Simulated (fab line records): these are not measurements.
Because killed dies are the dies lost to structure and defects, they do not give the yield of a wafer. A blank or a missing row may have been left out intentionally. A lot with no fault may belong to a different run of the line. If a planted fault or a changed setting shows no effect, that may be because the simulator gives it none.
fab line records	flow sfq_line
[record] lots = 14	wafers = 42	last_day = 89
route steps=325 shown L0V@23 M2@100 I4@165
lots that met no fault: taken from a fault-free run of the same line
start_h: the number of hours between the record's first day and the start of the first shown wafer of the lot	wait_h: time in hours since the lot's previous step	" the same as in the row above	L1.1+2: several wafers, shown together as one row	- no value, or no start given	* or withheld: withheld	< > ~ a bound
route shown NAME@n: NAME is a module with steps in the file, n the number in the route of the first one	usual: average and standard deviation across the fault-free wafers	same: alike in all rows	chamber/n: place in a boat	sites: per-site readings	_std_site: standard deviation of those values	_edge_site: mean of outer sites minus mean of inner sites	radius_mm: for every site, how far away it sits from the centre of the wafer	mask NAME#n: copy n	behind: tool/chamber where the wafer was last shaped	hold: what put the lot on hold/how long, in hours/how the hold closed	device: transistor that didn't switch, given as n, p or np	end of line: tests of these same wafers at the route's end	for a step that has no rows: nothing shown but its recipe	killed: the dies lost at the first sort to structure and to defects; this is not the yield of the wafer	map: shows each die of a wafer: x if killed, . if not, _ if none is there
set.NAME: the setting the step ran with; set.NAME@STEP: the setting that earlier step ran with	model.NAME: the simulator's own value behind a step, which no gauge read
a sample of lots followed through the steps of the route, with each step as a table and each wafer as a row
services: the hour from which a tool's chamber was out of use, counted from the record's first day as start_h (under 0 if before that day), plus the number of hours and why
[[steps]]
[step SFQ_L0V_OVL_MEAS_903]
[usual] L0V_OVL = -2/5.6
lot.wafer	tool	chamber	start_h	wait_h	L0V_OVL[nm]
L605.1	overlay-02	-	110.31	0.1	5
L605.4	"	-	"	"	7
L605.6	"	-	"	"	-2
L607.3	overlay-01	-	121.22	0.1	-3
L607.4	"	-	"	"	-2
L607.6	"	-	"	"	1
L608.1	overlay-02	-	124.81	0.1	-5
L608.3	"	-	"	"	-12
L608.4	"	-	"	"	0
L609.1	overlay-01	-	134.41	0.1	6
L609.2	"	-	"	"	7
L609.4	"	-	"	"	3
L610.4	overlay-01	-	136.83	0.1	3
L610.5	"	-	"	"	-2
L610.6	"	-	"	"	-3
L615.1	overlay-02	-	167.77	0.1	-3
L615.3	"	-	"	"	-11
L615.4	"	-	"	"	5
L618.2	overlay-01	-	188.13	0.1	-10
L618.4	"	-	"	"	-9
L618.6	"	-	"	"	-14
L619.2	overlay-02	-	192.93	0.1	0
L619.3	"	-	"	"	2
L619.5	"	-	"	"	1
L620.1	overlay-02	-	199.68	0.1	2
L620.4	"	-	"	"	5
L620.5	"	-	"	"	3
L621.2	overlay-01	-	204.48	0.1	-5
L621.4	"	-	"	"	-11
L621.6	"	-	"	"	-7
L622.1	overlay-02	-	210.48	0.1	-1
L622.2	"	-	"	"	-3
L622.5	"	-	"	"	6
L623.1	overlay-02	-	215.28	0.1	0
L623.2	"	-	"	"	4
L623.5	"	-	"	"	-4
L625.1	overlay-02	-	228.48	0.1	8
L625.3	"	-	"	"	-1
L625.4	"	-	"	"	-5
L626.2	overlay-02	-	234.48	0.1	3
L626.4	"	-	"	"	2
L626.5	"	-	"	"	-5
[step SFQ_TRILAYER_L0_VIA_BARC_OPEN_VIA_ETCH_021]
[recipe] mask_material = PR	chemistry = O2	target_depth_nm = 125	target = BARC	source_w = 500	bias_w = 80	pressure_mtorr = 30	time_s = 41.7
[usual] chamber_pressure_mTorr = 29.997/0.028	drypump_motor_current_A = 5.9/0.53	oes_product_au = 0.686/0.0048	run_length_s = 70.2/0.41
lot.wafer	tool	chamber	start_h	wait_h	chamber_pressure_mTorr	drypump_motor_current_A	oes_product_au	rf_hours_counter_h	run_length_s
L605.1	rie_diel-02	1	110.34	0.0	30.032	6.3	0.685	78	69.9
L605.4	"	3	"	"	30.016	5.6	0.690	59	70.9
L605.6	"	3	"	"	29.960	5.6	0.690	-	70.3
L607.3	rie_diel-04	1	121.24	0.0	30.013	5.2	0.684	111	70.0
L607.4	"	0	"	"	29.967	6.3	0.689	55	70.4
L607.6	"	1	"	"	29.967	5.2	0.693	-	69.8
L608.1	rie_diel-04	3	124.84	0.0	30.009	6.7	0.685	63	70.4
L608.3	"	1	"	"	30.052	5.2	0.632	111	80.0
L608.4	"	0	"	"	29.984	6.3	0.683	55	70.4
L609.1	rie_diel-04	2	134.44	0.0	30.006	6.5	0.684	13	71.0
L609.2	"	1	"	"	30.063	5.2	0.624	111	80.0
L609.4	"	0	"	"	30.016	6.3	0.684	55	70.1
L610.4	rie_diel-01	0	136.84	0.0	29.990	6.0	0.684	50	70.3
L610.5	"	0	"	"	30.019	6.0	0.681	-	70.4
L610.6	"	3	"	"	29.991	5.8	0.682	-	69.7
L615.1	rie_diel-02	2	167.81	0.0	29.988	6.0	0.680	35	70.4
L615.3	"	3	"	"	30.003	5.6	0.685	60	70.7
L615.4	"	1	"	"	30.013	6.3	0.690	79	70.0
L618.2	rie_diel-01	1	188.16	0.0	29.975	4.8	0.683	21	69.9
L618.4	"	2	"	"	29.974	5.8	0.698	-	71.0
L618.6	"	1	"	"	29.959	4.8	0.686	-	69.9
L619.2	rie_diel-04	2	192.96	0.0	30.005	6.5	0.679	14	70.5
L619.3	"	3	"	"	29.961	6.7	0.689	64	70.2
L619.5	"	1	"	"	30.002	5.3	0.684	-	69.6
L620.1	rie_diel-01	2	199.71	0.0	29.959	5.7	0.683	141	70.5
L620.4	"	0	"	"	30.001	6.0	0.687	51	69.9
L620.5	"	1	"	"	29.963	4.8	0.687	-	69.7
L621.2	rie_diel-02	2	204.51	0.0	29.964	6.0	0.683	36	70.6
L621.4	"	1	"	"	30.001	6.3	0.687	80	70.1
L621.6	"	0	"	"	29.998	6.1	0.681	-	70.0
L622.1	rie_diel-02	2	210.51	0.0	30.004	6.0	0.692	36	70.3
L622.2	"	0	"	"	29.967	6.1	0.690	4	69.7
L622.5	"	3	"	"	30.031	5.6	0.692	-	70.7
L623.1	rie_diel-01	1	215.31	0.0	30.029	4.8	0.687	21	69.9
L623.2	"	0	"	"	29.967	6.0	0.683	51	70.5
L623.5	"	2	"	"	29.970	5.8	0.681	-	70.4
L625.1	rie_diel-01	0	228.51	0.0	29.974	6.0	0.679	51	70.4
L625.3	"	3	"	"	29.976	5.8	0.689	143	69.7
L625.4	"	1	"	"	29.969	4.8	0.688	-	69.6
L626.2	rie_diel-02	0	234.51	0.0	29.985	6.1	0.685	4	69.9
L626.4	"	0	"	"	30.038	6.1	0.692	-	70.0
L626.5	"	2	"	"	29.988	6.0	0.691	-	70.8
[step SFQ_TRILAYER_M2_ETCH_METAL_ETCH_060]
[recipe] target = Nb	stop_on = SiO2	mask_material = PR	chemistry = Cl2/Ar	target_depth_nm = 240	icp_w = 600	bias_w = 80	pressure_mtorr = 10	time_s = 120
[usual] chamber_pressure_mTorr = 10.000/0.01	drypump_motor_current_A = 5.53/0.21	oes_product_au = 0.894/0.0069	run_length_s = 148.2/0.41
lot.wafer	tool	chamber	start_h	wait_h	chamber_pressure_mTorr	drypump_motor_current_A	oes_product_au	rf_hours_counter_h	run_length_s
L605.1	rie_metal-02	0	391.91	0.0	10.007	5.23	0.901	104	148.5
L605.4	"	1	"	"	10.000	5.81	0.889	-	147.6
L605.6	"	1	"	"	10.007	5.82	0.899	-	147.8
L607.3	rie_metal-02	1	406.74	0.1	10.022	5.82	0.899	-	147.8
L607.4	"	0	"	"	10.005	5.22	0.894	-	148.5
L607.6	"	0	"	"	9.983	5.21	0.886	-	149.3
L608.1	rie_metal-02	1	423.49	0.0	9.987	5.80	0.893	99	147.8
L608.3	"	0	"	"	9.985	5.21	0.897	-	148.7
L608.4	"	1	"	"	10.012	5.81	0.884	-	147.8
L609.1	rie_metal-02	0	435.49	0.0	9.998	5.23	0.904	112	148.4
L609.2	"	1	"	"	9.989	5.83	0.898	101	147.6
L609.4	"	0	"	"	9.996	5.23	0.892	-	148.5
L610.4	rie_metal-02	0	442.74	0.1	10.002	5.21	0.894	-	148.7
L610.5	"	1	"	"	9.998	5.81	0.885	-	147.9
L610.6	"	0	"	"	10.001	5.22	0.897	-	148.7
L615.1	rie_metal-04	1	505.98	0.0	9.984	5.55	0.897	137	148.0
L615.3	"	1	"	"	9.997	5.59	0.889	-	148.3
L615.4	"	0	"	"	10.013	5.59	0.902	-	148.7
L618.2	rie_metal-04	1	542.73	0.0	10.000	5.56	0.902	144	148.4
L618.4	"	1	"	"	10.002	5.55	0.895	-	148.2
L618.6	"	0	"	"	9.996	5.59	0.895	-	148.5
L619.2	rie_metal-04	1	554.30	0.0	9.983	5.56	0.898	146	148.1
L619.3	"	1	"	"	10.007	5.55	0.902	-	148.0
L619.5	"	1	"	"	10.013	5.56	0.904	-	148.0
L620.1	rie_metal-02	1	567.50	0.0	10.007	5.82	0.888	122	147.9
L620.4	"	0	"	"	10.009	5.22	0.903	-	148.6
L620.5	"	1	"	"	9.994	5.82	0.886	-	147.6
L621.2	rie_metal-02	0	571.10	0.0	9.993	5.21	0.896	133	148.8
L621.4	"	1	"	"	10.009	5.82	0.897	-	147.8
L621.6	"	0	"	"	10.018	5.23	0.905	-	149.2
L622.1	rie_metal-01	1	580.70	0.0	10.001	5.60	0.881	119	148.1
L622.2	"	0	"	"	10.003	5.42	0.899	5	148.5
L622.5	"	1	"	"	10.008	5.55	0.880	-	148.4
L623.1	rie_metal-01	1	596.30	0.0	9.984	5.58	0.891	123	147.8
L623.2	"	0	"	"	9.990	5.39	0.888	9	148.2
L623.5	"	0	"	"	9.990	5.38	0.890	-	148.2
L625.1	rie_metal-04	1	610.70	0.0	9.990	5.55	0.904	157	148.1
L625.3	"	1	"	"	9.983	5.57	0.891	-	147.6
L625.4	"	0	"	"	9.984	5.59	0.897	-	148.6
L626.2	rie_metal-01	0	617.90	0.0	10.003	5.39	0.903	13	148.4
L626.4	"	0	"	"	9.991	5.40	0.895	-	148.1
L626.5	"	0	"	"	10.000	5.39	0.895	-	148.5
[step SFQ_I4_BOW_MEAS_927]
[recipe] mode = bow
[usual] I4_BOW = 3/7
lot.wafer	tool	chamber	start_h	wait_h	I4_BOW[um]
L605.1	film_metro-02	-	873.50	2.0	-4
L605.4	"	-	"	"	-6
L605.6	"	-	"	"	8
L607.3	film_metro-02	-	876.54	2.5	3
L607.4	"	-	"	"	8
L607.6	"	-	"	"	-5
L608.1	film_metro-03	-	1054.98	1.0	6
L608.3	"	-	"	"	7
L608.4	"	-	"	"	-4
L609.1	film_metro-02	-	1065.78	2.0	17
L609.2	"	-	"	"	8
L609.4	"	-	"	"	-9
L610.4	film_metro-01	-	1084.38	2.6	6
L610.5	"	-	"	"	17
L610.6	"	-	"	"	19
L615.1	film_metro-03	-	1139.08	1.5	1
L615.3	"	-	"	"	14
L615.4	"	-	"	"	6
L618.2	film_metro-01	-	1172.14	1.0	-1
L618.4	"	-	"	"	-5
L618.6	"	-	"	"	6
L619.2	film_metro-02	-	1175.14	2.5	1
L619.3	"	-	"	"	1
L619.5	"	-	"	"	7
L620.1	film_metro-02	-	1195.77	2.0	10
L620.4	"	-	"	"	1
L620.5	"	-	"	"	1
L621.2	film_metro-03	-	1198.12	2.5	2
L621.4	"	-	"	"	5
L621.6	"	-	"	"	-11
L622.1	film_metro-02	-	1211.00	2.5	-1
L622.2	"	-	"	"	4
L622.5	"	-	"	"	3
L623.1	film_metro-01	-	1217.00	2.5	4
L623.2	"	-	"	"	11
L623.5	"	-	"	"	1
L625.1	film_metro-01	-	1228.92	1.6	-4
L625.3	"	-	"	"	-4
L625.4	"	-	"	"	-4
L626.2	film_metro-01	-	1234.55	1.5	-6
L626.4	"	-	"	"	-3
L626.5	"	-	"	"	-1
[[services]]
tool	chamber	start_h	hours	kind
rie_diel-01	-	95.77	2.4	repair
rie_metal-02	-	125.59	2.1	repair
rie_diel-01	0	155.19	2.6	repair
rie_diel-01	0	170.67	23.0	repair
rie_diel-02	-	180.51	1.5	repair
rie_diel-02	1	192.78	9.9	repair
rie_diel-01	1	200.35	7.6	repair
rie_diel-02	3	219.31	16.5	repair
rie_diel-01	2	219.54	59.9	repair
rie_metal-02	0	225.87	27.9	repair
rie_diel-01	-	226.47	0.4	repair
rie_diel-01	3	240.09	2.1	repair
rie_diel-02	-	273.36	2.8	pm
rie_metal-02	0	278.45	27.7	repair
rie_diel-01	1	285.54	5.8	repair
rie_diel-02	2	288.57	6.5	repair
rie_diel-02	3	349.75	4.4	repair
rie_diel-01	-	354.79	15.6	pm
rie_metal-02	-	367.95	0.2	repair
rie_metal-02	-	446.38	1.4	pm
rie_metal-02	-	477.06	2.8	pm
rie_metal-02	-	492.57	2.2	repair
rie_diel-01	3	504.28	3.9	repair
rie_metal-02	-	580.08	14.6	pm
[[key]]
[first_sign] step = SFQ_TRILAYER_L0_VIA_BARC_OPEN_VIA_ETCH_021	reading = run_length_s	direction = up	sigmas = 24	usual = *	struck = *
[effect] step = SFQ_TRILAYER_L0_VIA_BARC_OPEN_VIA_ETCH_021	reading = oes_product_au	direction = down	sigmas = 12	usual = 0.686	struck = 0.628
met_at SFQ_TRILAYER_L0_VIA_BARC_OPEN_VIA_ETCH_021
struck_lots L608,L609
struck_wafers L608.3,L609.2
not_acting_at SFQ_L0V_OVL_MEAS_903,SFQ_TRILAYER_M2_ETCH_METAL_ETCH_060,SFQ_I4_BOW_MEAS_927
onset_between 121.24 124.84
[fault] kind = process_parameter_drift	tool = rie_diel-04	chamber = 1	onset_h = 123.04	steps = SFQ_TRILAYER_L0_VIA_BARC_OPEN_VIA_ETCH_021	channel = time_s	offset = *	shape = step	end_h = 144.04	acts_in = *	stated = *
